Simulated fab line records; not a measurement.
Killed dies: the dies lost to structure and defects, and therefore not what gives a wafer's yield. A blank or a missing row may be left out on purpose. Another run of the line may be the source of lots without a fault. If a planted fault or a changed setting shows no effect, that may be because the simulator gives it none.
Comparing a struck lot with a sound one | flow sky130 | 32 steps out of a route of 708
Sound: these wafers, L449.2, L449.5, L449.6. Struck: wafers L458.1, L458.2, L458.3. Last of all comes the cause.
Order at every step that has rows: each side's tool, ch and its chambers, its first start. Under that, the readings that differ: sound wafers | struck wafers | difference of the means | sigmas: that difference in standard deviations of wafers without a fault.
alike: readings with means less than 2 such deviations apart, plus words and numbers identical on both sides. not compared: withheld readings, readings lacking a value on some wafer, bounds such as >300 that could conceal the same value, and numbers that have no deviation in the record and whose values overlap.
The two part at a step that has a row with sigmas, a row that says differs or no value, or rows on one side only. When numbers do not overlap yet have no deviation, they are printed without sigmas and do not part them. Lack of a reading on every wafer of one side parts them only where that side has two or more wafers.

SKY_PWDE_OVL_MEAS_07:
  sound on overlay-02 at day 6 23:47; struck on overlay-01 at day 9 01:05
  alike: PWDE_OVL
after that, 1 step had no rows for these wafers: SKY_PWDE_IMPLANT_08.
SKY_PWDE_STRIP_09: strips in O2/N2.
  sound on plasma_asher-01 ch 0,1, day 6 23:58; struck on plasma_asher-04 ch 0,1, day 9 01:16
  alike: drypump_motor_current_A, oes_product_au, strip_time_to_endpoint_s
  not compared: rf_hours_counter_h
SKY_PWDE_TW_MEAS_10:
  sound on film_metro-03 at day 7 00:04; struck on film_metro-02 at day 9 01:22
  alike: PWDE_TW
then, 7 steps without rows for these wafers: SKY_NWELL_DEHYDRATE_03 (time 60 s); SKY_NWELL_HMDS_04 (prime time 60 s); SKY_NWELL_COAT_05 (resist thk 3000 nm); SKY_NWELL_SOFTBAKE_06; SKY_NWELL_EXPOSE_07 (exposes mask NWM, target cd 840 nm); SKY_NWELL_PEB_08; SKY_NWELL_DEVELOP_09 (develop time 60 s).
SKY_NWELL_OVL_MEAS_10:
  sound on overlay-02 at day 7 20:11; struck on overlay-01 at day 9 23:49
  alike: NWELL_00_OVL
SKY_NWELL_IMPLANT_11:
  sound on implanter-03 ch 0, day 7 20:14; struck on implanter-03 ch 0, day 9 23:52
  reading                   | sound                | struck               | difference | sigmas
  beam_energy_keV           | 399.84 399.97 399.97 | 380.90 381.10 381.10 | -18.89     | -99 or more
  model.implant.rp_nm (nm)  | 486.3 486.3 486.3    | 492.9 492.9 492.9    | +6.6       |
  model.implant.drp_nm (nm) | 116.9 116.9 116.9    | 113.9 113.9 113.9    | -3.0       |
then, 2 steps without rows for these wafers: SKY_NWELL_IMPLANT_12; SKY_NWELL_IMPLANT_13.
SKY_NWELL_STRIP_14: strips in O2/N2.
  sound on plasma_asher-03 ch 0,1, day 7 20:40; struck on plasma_asher-02 ch 0,1, day 10 00:19
  alike: drypump_motor_current_A, oes_product_au, strip_time_to_endpoint_s
  not compared: rf_hours_counter_h
SKY_NWELL_TW_MEAS_15:
  sound on film_metro-03 at day 7 20:46; struck on film_metro-03 at day 10 00:25
  reading  | sound          | struck         | difference | sigmas
  NWELL_TW | 1819 1826 1820 | 1789 1792 1802 | -27        | -3
then, 7 steps without rows for these wafers: SKY_NWELL_DEHYDRATE_16 (time 60 s); SKY_NWELL_HMDS_17 (prime time 60 s); SKY_NWELL_COAT_18 (resist thk 3000 nm); SKY_NWELL_SOFTBAKE_19; SKY_NWELL_EXPOSE_20 (exposes mask NWM COMPLEMENT, target cd 840 nm); SKY_NWELL_PEB_21; SKY_NWELL_DEVELOP_22 (develop time 60 s).
SKY_NWELL_OVL_MEAS_23:
  sound on overlay-02 at day 8 16:11; struck on overlay-01 at day 10 23:35
  alike: NWELL_01_OVL
after that, 1 step had no rows for these wafers: SKY_NWELL_IMPLANT_24.
SKY_NWELL_STRIP_25: strips in O2/N2.
  sound on plasma_asher-02 ch 0,1, day 8 16:22; struck on plasma_asher-01 ch 0,1, day 10 23:46
  alike: drypump_motor_current_A, oes_product_au, strip_time_to_endpoint_s
  not compared: rf_hours_counter_h
SKY_NWELL_TW_MEAS_26:
  sound on film_metro-01 at day 8 16:29; struck on film_metro-01 at day 10 23:52
  alike: NWELL_2_TW
then, 1 step without rows for these wafers: SKY_NWELL_CLEAN_27 (cleans in SC1/SC2, time 150 s).
SKY_NWELL_RTA_28: time 30 s.
  sound on rtp_anneal-01 ch 0, day 8 16:36; struck on rtp_anneal-02 ch 0, day 10 23:59
  alike: lamp_power_pct, wafer_temp_C_max
SKY_NWELL_RS_MEAS_29: uses a four-point probe to measure.
  sound on film_metro-02 at day 8 16:42; struck on film_metro-02 at day 11 00:26
  reading           | sound             | struck            | difference | sigmas
  NWELL_RS (ohm/sq) | 622.5 624.3 623.0 | 629.9 631.4 631.1 | +7.5       | +5
  not compared: hold
-- the record jumps here: 40 days lie between the struck wafers' starts before and after (it left off in module NWELL and takes up again in module PAD_OPEN, whose first step shown is number 708 of the route) --
SKY_PAD_OPEN_PROBE_99:
  sound on prober-02 at day 49 15:07; struck on prober-01 at day 51 04:35
  reading                         | sound               | struck               | difference | sigmas
  model.etest.res_nwell.rs_ohm_sq | 991.9 1020 998.4    | 974.6 987.3 990      | -19.5      |
  model.etest.tip_p_5v.rs_ohm_sq  | 2868 2871 2888      | 2902 2919 2891       | +28        |
  model.etest.field_p.vt_v (V)    | -43.65 -44.25 -43.4 | -42.74 -43.35 -43.21 | +0.67      |
  alike: killed_at_M0_to_M3, killed_at_M4_up, killed_at_contacts, killed_at_front_end, killed_at_other, killed_dies, killed_open, killed_short
  not compared: model.etest.res_nwell.line_ohm_um, model.etest.iso_nwell_nwell.leak_log10_a_um

WHERE THEY PART
Earliest at SKY_NWELL_IMPLANT_11; latest, in this record, at SKY_NWELL_RS_MEAS_29. Later steps at which nothing parts them and some readings are alike: SKY_PAD_OPEN_PROBE_99.

WHY: what the simulator had put in
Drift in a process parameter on implanter-03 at SKY_NWELL_IMPLANT_11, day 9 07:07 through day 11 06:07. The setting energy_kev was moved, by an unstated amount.
